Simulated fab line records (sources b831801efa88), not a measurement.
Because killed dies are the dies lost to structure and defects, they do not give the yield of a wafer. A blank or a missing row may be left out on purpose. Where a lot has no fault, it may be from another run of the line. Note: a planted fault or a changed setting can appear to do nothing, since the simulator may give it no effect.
Problem report, 8D (eight disciplines) form, completed by code :: flow gf180mcu :: the parts of the form that need people (team, actions taken, sign-off) are left out

== 1. THE ISSUE ==
GF_V3_CMP_04, time to endpoint s: mean 45 s over 1 wafer from 1 lot; wafers with no fault: 81 s, standard deviation 4.7. Relative to the usual mean, that is a shift of -7.7 standard deviations.
The step: polishes SiO2.
First observed at day 24 22:19: wafer L106.3, on cmp-01. The record has a number at this step for 39 wafers belonging to 13 lots. The rule behind "out" and "out of limits": a value lying over 4 standard deviations away from the usual mean. All remaining wafers that have a number are taken as sound.

== 2. WHAT THIS IS AND IS NOT ==
question: which readings at this step
is: time to endpoint s
is not: motor current A, platen rpm

question: which lots
is: L106
is not: L100, L101, L103, L104, L115, L116, L117, L118, L119, L120, L121, L998

question: which wafers of those lots
is: L106.3
is not: L106.2, L106.5

question: read on which tools
is: cmp-01
is not: cmp-02

question: when
is: from day 24 22:19
is not: up to then (17 sound wafers); but 21 sound wafers of L115, L116, L117, L118, L119, L120, L121 came after

== 3. THE SUSPECTS, EACH WITH WHAT RULES IT OUT ==
Counting: a tool at a process step up to the reading stays a suspect if it ran every lot that is out. Sound lots after the first of them don't rule it out here, since some wafers of a struck lot are sound.
- cmp-01 at GF_V3_CMP_04 (polishes SiO2): kept. It processed L106, the lot that is out, at day 24 22:19, and its most recent sound lot before then was L104 at day 24 02:22. Its own readings are out on those wafers: time to endpoint s.
After counting, what remains is cmp-01 at GF_V3_CMP_04.

== 4. THE CAUSE (what the simulator had put in) ==
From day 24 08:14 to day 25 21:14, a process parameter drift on cmp-01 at GF_V3_CMP_04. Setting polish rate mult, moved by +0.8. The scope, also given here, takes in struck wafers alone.
Only this tool survived the counting.

== 5. THE CHAIN OF EFFECTS, in route order ==
One row per reading whose mean, taken over the struck wafers that have a number, lies over 3 standard deviations from the usual. Only readings whose record carries a usual standard deviation are examined. hours: median over the lots of the time between each lot's start at the first step of this table that gives one and its start at this step. sigmas: the change, counted in usual standard deviations.
hours: 0
step: GF_V3_CMP_04
reading: time to endpoint s
usual: 81 s
on struck wafers: 45
change: -36
sigmas: -7.7
Its process steps:
- GF_V3_CMP_04: polishes SiO2.
Later measuring or inspecting steps at which every struck wafer that the step has a row for has a number for every such reading, and none has moved that far: GF_M4_OVL_MEAS_15.

== 6. HOW IT WOULD HAVE BEEN CAUGHT EARLIER ==
The fault began at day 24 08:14; the first out-of-limits reading in this record came at day 24 22:19, 14 hours later.
